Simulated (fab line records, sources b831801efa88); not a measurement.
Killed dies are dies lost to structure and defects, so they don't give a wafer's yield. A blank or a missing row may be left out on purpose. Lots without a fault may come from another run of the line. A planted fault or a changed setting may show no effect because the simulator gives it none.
A struck lot beside a sound one | flow sky130 | 31 steps out of a route of 708
Sound: wafers L802.1, L802.4, L802.6. Struck: wafers L794.2, L794.4, L794.6. The cause comes at the end.
At each step with rows: each side's tool, then ch and its chambers, then its first start. Under that, the readings that differ: sound wafers | struck wafers | difference of the means | sigmas: that difference in standard deviations of wafers without a fault.
alike: readings whose means differ by less than 2 such deviations, and words and numbers that are the same on both sides. not compared: withheld readings, readings that some wafer has no value for, bounds like >300 that may hide the same value, and numbers for which the record gives no deviation and whose values overlap.
The two part at a step that has a row with sigmas, a row that says differs or no value, or rows on one side only. Numbers that don't overlap but have no deviation are shown without sigmas and don't part them. A reading that every wafer of one side lacks parts them only if that side has two wafers or more.

first, 1 step without rows for these wafers: SKY_PWDE_IMPLANT_08.
SKY_PWDE_STRIP_09: strips in O2/N2.
  sound on plasma_asher-04 ch 0,1, day 7 22:06; struck on plasma_asher-01 ch 0,1, day 6 01:16
  alike: chamber_pressure_mTorr, drypump_motor_current_A, n2_flow_sccm, oes_product_au, strip_time_to_endpoint_s
  not compared: rf_hours_counter_h
SKY_PWDE_TW_MEAS_10:
  sound on film_metro-03, day 7 22:12; struck on film_metro-01, day 6 01:23
  alike: PWDE_TW
then, 7 steps without rows for these wafers: SKY_NWELL_DEHYDRATE_03 (time 60 s); SKY_NWELL_HMDS_04 (prime time 57.78 s); SKY_NWELL_COAT_05 (resist thk 3000 nm); SKY_NWELL_SOFTBAKE_06; SKY_NWELL_EXPOSE_07 (exposes mask NWM, target cd 840 nm); SKY_NWELL_PEB_08; SKY_NWELL_DEVELOP_09 (develop time 60 s).
SKY_NWELL_OVL_MEAS_10:
  sound on overlay-01, day 8 18:13; struck on overlay-01, day 6 19:13
  alike: NWELL_00_OVL
then, 1 step without rows for these wafers: SKY_NWELL_IMPLANT_11.
SKY_NWELL_IMPLANT_12:
  sound on implanter-03 ch 0, day 8 18:24; struck on implanter-02 ch 0, day 6 19:44
  alike: end_station_pressure_torr
then, 1 step without rows for these wafers: SKY_NWELL_IMPLANT_13.
SKY_NWELL_STRIP_14: strips in O2/N2.
  sound on plasma_asher-02 ch 0,1, day 8 18:42; struck on plasma_asher-01 ch 0,1, day 6 20:01
  alike: chamber_pressure_mTorr, drypump_motor_current_A, n2_flow_sccm, oes_product_au, strip_time_to_endpoint_s
  not compared: rf_hours_counter_h
SKY_NWELL_TW_MEAS_15:
  sound on film_metro-01, day 8 18:48; struck on film_metro-04, day 6 20:08
  alike: NWELL_TW
then, 7 steps without rows for these wafers: SKY_NWELL_DEHYDRATE_16 (time 60 s); SKY_NWELL_HMDS_17 (prime time 60 s); SKY_NWELL_COAT_18 (resist thk 3000 nm); SKY_NWELL_SOFTBAKE_19; SKY_NWELL_EXPOSE_20 (exposes mask NWM COMPLEMENT, target cd 840 nm); SKY_NWELL_PEB_21; SKY_NWELL_DEVELOP_22 (develop time 60 s).
SKY_NWELL_OVL_MEAS_23:
  sound on overlay-01, day 9 16:31; struck on overlay-02, day 7 13:56
  alike: NWELL_01_OVL
then, 1 step without rows for these wafers: SKY_NWELL_IMPLANT_24.
SKY_NWELL_STRIP_25: strips in O2/N2.
  sound on plasma_asher-03 ch 1, day 9 16:42; struck on plasma_asher-01 ch 0,1, day 7 14:07
  alike: chamber_pressure_mTorr, drypump_motor_current_A, n2_flow_sccm, oes_product_au, strip_time_to_endpoint_s
  not compared: rf_hours_counter_h
SKY_NWELL_TW_MEAS_26:
  sound on film_metro-01, day 9 16:48; struck on film_metro-04, day 7 14:14
  alike: NWELL_2_TW
then, 1 step without rows for these wafers: SKY_NWELL_CLEAN_27 (cleans in SC1/SC2, time 150 s).
SKY_NWELL_RTA_28: time 30 s.
  sound on rtp_anneal-02 ch 0, day 9 16:58; struck on rtp_anneal-01 ch 0, day 7 14:20
  alike: lamp_power_pct, ramp_down_c_per_s, wafer_temp_C_max
SKY_NWELL_RS_MEAS_29: measures by four-point-probe.
  sound on film_metro-03, day 9 17:04; struck on film_metro-01, day 7 14:49
  reading           | sound             | struck            | difference | sigmas
  NWELL_RS (ohm/sq) | 626.8 625.3 627.0 | 595.5 594.2 595.2 | -31.4      | -21
-- the record jumps here: 40 days lie between the struck wafers' starts before and after (it left off in module NWELL and takes up again in module PAD_OPEN, whose first step shown is number 708 of the route) --
SKY_PAD_OPEN_PROBE_99:
  sound on prober-02, day 50 03:50; struck on prober-02, day 47 23:01
  reading                                | sound                         | struck                        | difference | sigmas
  model.etest.nfet_16v.r_on_ohm_um       | 1.427e+04 1.411e+04 1.426e+04 | 1.348e+04 1.336e+04 1.333e+04 | -8.233e+02 |
  model.etest.pfet_g5v0d10v5.r_on_ohm_um | 4778 4714 4736                | 5343 5253 5317                | +562       |
  model.etest.tip_p.rs_ohm_sq            | 6942 6900 6995                | 7227 7293 7286                | +323       |
  model.etest.tip_p_5v.rs_ohm_sq         | 2873 2878 2884                | 3102 3102 3104                | +224       |
  model.etest.pfet_01v8.r_on_ohm_um      | 2876 2898 2902                | 3027 3008 3036                | +132       |
  model.etest.pfet_g5v0d10v5.drive_ua_um | 340.5 341.8 337.3             | 292 297.5 294.2               | -45        |
  model.etest.pfet_01v8_lvt.drive_ua_um  | 173.9 174.6 173.7             | 143.5 145.9 144.9             | -29.3      |
  alike: killed_at_M0_to_M3, killed_at_M4_up, killed_at_contacts, killed_at_front_end, killed_at_other, killed_dies, killed_on_rim, killed_open, killed_short
  not compared: model.etest.pfet_16v.r_on_ohm_um

WHERE THEY PART
Only at SKY_NWELL_RS_MEAS_29, within this record. Later steps at which nothing parts them and some readings are alike: SKY_PAD_OPEN_PROBE_99.

WHY: what the simulator had put in
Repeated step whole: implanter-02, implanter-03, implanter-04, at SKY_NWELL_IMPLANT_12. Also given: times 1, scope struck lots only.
